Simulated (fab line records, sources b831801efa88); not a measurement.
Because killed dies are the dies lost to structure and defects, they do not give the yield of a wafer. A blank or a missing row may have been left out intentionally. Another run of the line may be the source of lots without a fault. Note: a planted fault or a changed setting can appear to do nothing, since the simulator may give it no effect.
Chamber matching | flow gf180mcu | 3 sister chambers for GF_V4_CVD_02 on pecvd-02
The step deposits SiO2 from TEOS, target thk 850 nm, time 94.851 s. 3 wafers are shown with their chamber, then 7 later ones without.

EACH WAFER AND ITS CHAMBER
wafer  | chamber | heater_power_w (W)
L084.4 | 1       | 582
L092.2 | 0       | 776
L092.3 | 2       | 607

WAFERS WHOSE CHAMBER IS MISSING
wafer  | heater_power_w (W)
L092.5 | 806
L094.3 | 616
L094.4 | 871
L094.6 | 529
L097.1 | 815
L097.3 | 496
L097.5 | 711

CHAMBER TAKEN BY EACH
wafer  | from the rows above          | in truth
L092.5 | 0                            | 0
L094.3 | can't be placed: 2 or 1      | 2
L094.4 | 0                            | 0
L094.6 | can't be placed: 1 or 2      | 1
L097.1 | 0                            | 0
L097.3 | can't be placed: 1 or 2      | 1
L097.5 | can't be placed: 0 or 2 or 1 | 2
Placed correctly: 3 of 7. Not placeable from these rows: 4 (in 4, the candidates include the true chamber). Wrongly placed: 0.
How it was worked out, from the rows above alone: a wafer's distance from a chamber is the root of the sum, over the readings, of the square of ((its reading less the chamber's mean) divided by the reading's scatter). The wafer belongs to the nearest chamber; if the next one is less than 2 further off, it can't be placed. A chamber's mean is the mean of its shown wafers. The scatter: with one shown wafer a chamber, the root of the mean of the squares of how far each hidden wafer lies from its nearest shown one.
